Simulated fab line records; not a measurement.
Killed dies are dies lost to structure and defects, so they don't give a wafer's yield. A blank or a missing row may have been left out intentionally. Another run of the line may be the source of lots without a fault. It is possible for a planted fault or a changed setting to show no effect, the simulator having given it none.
Which tool did it? || flow sky130 || 10 lots with 30 wafers sampled at 6 steps, on a route of 708 steps

## WHAT THE GAUGES SHOWED, per wafer
SKY_VIA1_CD_MEAS_12 targets a cd of 150 nm.
{"lot": "L393", "measured": "day 34 07:14", "on": "cd_sem-02", "cd_nm (nm)": "149.0 149.5 150.3"}
{"lot": "L395", "measured": "day 35 01:22", "on": "cd_sem-01", "cd_nm (nm)": "151.4 150.2 153.2"}
{"lot": "L396", "measured": "day 35 08:13", "on": "cd_sem-01", "cd_nm (nm)": "149.2 150.5 149.9"}
{"lot": "L397", "measured": "day 35 18:13", "on": "cd_sem-01", "cd_nm (nm)": "147.7 146.2 145.8"}
{"lot": "L400", "measured": "day 36 16:18", "on": "cd_sem-01", "cd_nm (nm)": "149.5 149.8 149.6"}
{"lot": "L406", "measured": "day 38 14:19", "on": "cd_sem-02", "cd_nm (nm)": "151.3 151.9 152.9"}
{"lot": "L407", "measured": "day 39 01:59", "on": "cd_sem-01", "cd_nm (nm)": "153.9 151.3 152.1"}
{"lot": "L408", "measured": "day 39 08:31", "on": "cd_sem-01", "cd_nm (nm)": "152.1 151.9 151.4"}
{"lot": "L411", "measured": "day 39 22:34", "on": "cd_sem-02", "cd_nm (nm)": "150.7 152.0 151.1"}
{"lot": "L412", "measured": "day 40 02:58", "on": "cd_sem-02", "cd_nm (nm)": "148.4 149.2 148.7"}

SKY_VIA1_OVL_MEAS_13.
{"lot": "L393", "measured": "day 34 07:21", "on": "overlay-02", "VIA1_OVL (nm)": "-1 1 -1"}
{"lot": "L395", "measured": "day 35 01:29", "on": "overlay-02", "VIA1_OVL (nm)": "0 6 -2"}
{"lot": "L396", "measured": "day 35 08:18", "on": "overlay-02", "VIA1_OVL (nm)": "-1 -5 0"}
{"lot": "L397", "measured": "day 35 18:20", "on": "overlay-01", "VIA1_OVL (nm)": "-9 -2 -9"}
{"lot": "L400", "measured": "day 36 16:25", "on": "overlay-02", "VIA1_OVL (nm)": "-1 -4 -2"}
{"lot": "L406", "measured": "day 38 14:26", "on": "overlay-01", "VIA1_OVL (nm)": "1 -4 0"}
{"lot": "L407", "measured": "day 39 02:06", "on": "overlay-02", "VIA1_OVL (nm)": "-6 -2 -4"}
{"lot": "L408", "measured": "day 39 08:38", "on": "overlay-01", "VIA1_OVL (nm)": "-1 -2 3"}
{"lot": "L411", "measured": "day 39 22:41", "on": "overlay-01", "VIA1_OVL (nm)": "1 5 4"}
{"lot": "L412", "measured": "day 40 03:05", "on": "overlay-01", "VIA1_OVL (nm)": "-5 -3 2"}

SKY_VIA1_RS_MEAS_22: uses a four-point probe to measure.
{"lot": "L393", "measured": "day 34 08:14", "on": "film_metro-04", "VIA1_W_RS (ohm/sq)": "0.415 0.425 0.414"}
{"lot": "L395", "measured": "day 35 02:43", "on": "film_metro-02", "VIA1_W_RS (ohm/sq)": "0.412 0.426 0.409"}
{"lot": "L396", "measured": "day 35 09:13", "on": "film_metro-01", "VIA1_W_RS (ohm/sq)": "0.421 0.408 0.405"}
{"lot": "L397", "measured": "day 35 19:38", "on": "film_metro-04", "VIA1_W_RS (ohm/sq)": "0.408 0.407 0.430"}
{"lot": "L400", "measured": "day 36 17:18", "on": "film_metro-02", "VIA1_W_RS (ohm/sq)": "0.424 0.420 0.419"}
{"lot": "L406", "measured": "day 38 15:26", "on": "film_metro-01", "VIA1_W_RS (ohm/sq)": "0.485 0.472 0.474"}
{"lot": "L407", "measured": "day 39 02:59", "on": "film_metro-01", "VIA1_W_RS (ohm/sq)": "0.428 0.426 0.423"}
{"lot": "L408", "measured": "day 39 09:31", "on": "film_metro-04", "VIA1_W_RS (ohm/sq)": "0.493 0.484 0.483"}
{"lot": "L411", "measured": "day 39 23:34", "on": "film_metro-01", "VIA1_W_RS (ohm/sq)": "0.420 0.431 0.430"}
{"lot": "L412", "measured": "day 40 04:02", "on": "film_metro-02", "VIA1_W_RS (ohm/sq)": "0.423 0.433 0.431"}

SKY_VIA1_THK_MEAS_23: measures by xrf.
{"lot": "L393", "measured": "day 34 08:20", "on": "film_metro-04", "VIA1_W_THK (nm)": "280 274 280"}
{"lot": "L395", "measured": "day 35 02:50", "on": "film_metro-02", "VIA1_W_THK (nm)": "275 267 279"}
{"lot": "L396", "measured": "day 35 09:19", "on": "film_metro-01", "VIA1_W_THK (nm)": "276 286 287"}
{"lot": "L397", "measured": "day 35 19:46", "on": "film_metro-04", "VIA1_W_THK (nm)": "287 287 272"}
{"lot": "L400", "measured": "day 36 17:25", "on": "film_metro-02", "VIA1_W_THK (nm)": "273 275 276"}
{"lot": "L406", "measured": "day 38 15:33", "on": "film_metro-01", "VIA1_W_THK (nm)": "240 249 245"}
{"lot": "L407", "measured": "day 39 03:05", "on": "film_metro-01", "VIA1_W_THK (nm)": "276 277 277"}
{"lot": "L408", "measured": "day 39 09:38", "on": "film_metro-04", "VIA1_W_THK (nm)": "237 243 243"}
{"lot": "L411", "measured": "day 39 23:41", "on": "film_metro-01", "VIA1_W_THK (nm)": "280 273 273"}
{"lot": "L412", "measured": "day 40 04:10", "on": "film_metro-02", "VIA1_W_THK (nm)": "275 267 269"}

## EACH LOT AND THE TOOL THAT RAN IT (in order: tool; ch and the chambers of the sampled wafers; start)
{"lot": "L393", "SKY_METAL1_SPUTTER_01": "pvd_sputter-04, day 32 00:04", "SKY_VIA1_CVD_21": "cvd_w-02 ch 0,1, day 34 08:07"}
{"lot": "L395", "SKY_METAL1_SPUTTER_01": "pvd_sputter-03, day 32 18:01", "SKY_VIA1_CVD_21": "cvd_w-02 ch 0,1, day 35 02:37"}
{"lot": "L396", "SKY_METAL1_SPUTTER_01": "pvd_sputter-04, day 33 01:29", "SKY_VIA1_CVD_21": "cvd_w-02 ch 0,1, day 35 09:07"}
{"lot": "L397", "SKY_METAL1_SPUTTER_01": "pvd_sputter-02, day 33 11:45", "SKY_VIA1_CVD_21": "cvd_w-02 ch 0,1, day 35 19:33"}
{"lot": "L400", "SKY_METAL1_SPUTTER_01": "pvd_sputter-03, day 34 10:14", "SKY_VIA1_CVD_21": "cvd_w-01 ch 0,1, day 36 17:13"}
{"lot": "L406", "SKY_METAL1_SPUTTER_01": "pvd_sputter-04, day 36 09:52", "SKY_VIA1_CVD_21": "cvd_w-02 ch 0,1, day 38 15:20"}
{"lot": "L407", "SKY_METAL1_SPUTTER_01": "pvd_sputter-04, day 36 20:53", "SKY_VIA1_CVD_21": "cvd_w-01 ch 0, day 39 02:52"}
{"lot": "L408", "SKY_METAL1_SPUTTER_01": "pvd_sputter-02, day 37 04:38", "SKY_VIA1_CVD_21": "cvd_w-02 ch 0,1, day 39 09:25"}
{"lot": "L411", "SKY_METAL1_SPUTTER_01": "pvd_sputter-04, day 37 18:56", "SKY_VIA1_CVD_21": "cvd_w-01 ch 0,1, day 39 23:28"}
{"lot": "L412", "SKY_METAL1_SPUTTER_01": "pvd_sputter-03, day 37 23:29", "SKY_VIA1_CVD_21": "cvd_w-01 ch 0,1, day 40 03:57"}
- SKY_METAL1_SPUTTER_01: material TiN, target thk 20 nm, time 16.7 s.
- SKY_VIA1_CVD_21: deposits W, target thk 270 nm, time 80.902 s.

## WHAT THE TOOLS THEMSELVES READ (means of the sampled wafers that have a number; where no wafer has one, the mark that the record gives instead)
SKY_METAL1_SPUTTER_01.
{"lot": "L393", "tool": "pvd_sputter-04", "cathode_dc_power_W (W)": 6499.5, "chamber_pressure_pa (Pa)": 0.3998, "throttle_valve_pct (%)": 29.2}
{"lot": "L395", "tool": "pvd_sputter-03", "cathode_dc_power_W (W)": 6499.5, "chamber_pressure_pa (Pa)": 0.3987, "throttle_valve_pct (%)": 29.6}
{"lot": "L396", "tool": "pvd_sputter-04", "cathode_dc_power_W (W)": 6500.3, "chamber_pressure_pa (Pa)": 0.3991, "throttle_valve_pct (%)": 29.9}
{"lot": "L397", "tool": "pvd_sputter-02", "cathode_dc_power_W (W)": 6499.1, "chamber_pressure_pa (Pa)": 0.3997, "throttle_valve_pct (%)": 29.1}
{"lot": "L400", "tool": "pvd_sputter-03", "cathode_dc_power_W (W)": 6500.3, "chamber_pressure_pa (Pa)": 0.3995, "throttle_valve_pct (%)": 29.9}
{"lot": "L406", "tool": "pvd_sputter-04", "cathode_dc_power_W (W)": 6499.9, "chamber_pressure_pa (Pa)": 0.4004, "throttle_valve_pct (%)": 29.6}
{"lot": "L407", "tool": "pvd_sputter-04", "cathode_dc_power_W (W)": 6499.6, "chamber_pressure_pa (Pa)": 0.4007, "throttle_valve_pct (%)": 29.8}
{"lot": "L408", "tool": "pvd_sputter-02", "cathode_dc_power_W (W)": 6499.8, "chamber_pressure_pa (Pa)": 0.4007, "throttle_valve_pct (%)": 29.5}
{"lot": "L411", "tool": "pvd_sputter-04", "cathode_dc_power_W (W)": 6500.1, "chamber_pressure_pa (Pa)": 0.3998, "throttle_valve_pct (%)": 29.5}
{"lot": "L412", "tool": "pvd_sputter-03", "cathode_dc_power_W (W)": 6499.5, "chamber_pressure_pa (Pa)": 0.3994, "throttle_valve_pct (%)": 29.6}

SKY_VIA1_CVD_21.
{"lot": "L393", "tool": "cvd_w-02", "heater_power_w (W)": 767}
{"lot": "L395", "tool": "cvd_w-02", "heater_power_w (W)": 784}
{"lot": "L396", "tool": "cvd_w-02", "heater_power_w (W)": 771}
{"lot": "L397", "tool": "cvd_w-02", "heater_power_w (W)": 775}
{"lot": "L400", "tool": "cvd_w-01", "heater_power_w (W)": 845}
{"lot": "L406", "tool": "cvd_w-02", "heater_power_w (W)": 776}
{"lot": "L407", "tool": "cvd_w-01", "heater_power_w (W)": 914}
{"lot": "L408", "tool": "cvd_w-02", "heater_power_w (W)": 740}
{"lot": "L411", "tool": "cvd_w-01", "heater_power_w (W)": 800}
{"lot": "L412", "tool": "cvd_w-01", "heater_power_w (W)": 813}

## THE ANSWER, worked out from the rows above alone
Rule: usual is defined by the lots themselves. Put in order of their means at a reading, lots are off if they are a third of the lots or fewer, leave a main group of 4 or more, and stand apart from it by a gap of 3 or more times the standard deviation of the main group's means; of several such gaps the widest counts. Not used: any main group whose means are identical at the precision the tables above print for the reading. Also off: a lot with no number at a reading for which 4 or more lots have one. Any other lot the step has rows for is counted as sound. Order of review: gauges by route order, followed by the tools' own readings, for which a lot's mean as printed above is used. The first step at which some lot is off is used, and at that step the reading that is off furthest; a lot without a number counts as furthest.
Off: at SKY_VIA1_RS_MEAS_22 (VIA1_W_RS), L406, L408. Mean 0.420 ohm/sq and standard deviation 0.006 in the main group.
If a tool, at a process step before that reading, ran all the lots that are off and no sound lot after the first of them, it fits. Those tools and the gauges at SKY_VIA1_RS_MEAS_22 are tried in the same way. One fits: SKY_VIA1_CVD_21 on cvd_w-02. A fault onset in the window from L397 (day 35 19:33, its last sound lot) to L406 (day 38 15:20, its first lot off) fits.

## WHAT THE SIMULATOR HAD PUT IN
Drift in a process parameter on cvd_w-02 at SKY_VIA1_CVD_21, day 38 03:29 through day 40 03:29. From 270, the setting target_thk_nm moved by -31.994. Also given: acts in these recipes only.
Lots struck among those shown: L406, L408. Same finding as the rule above.
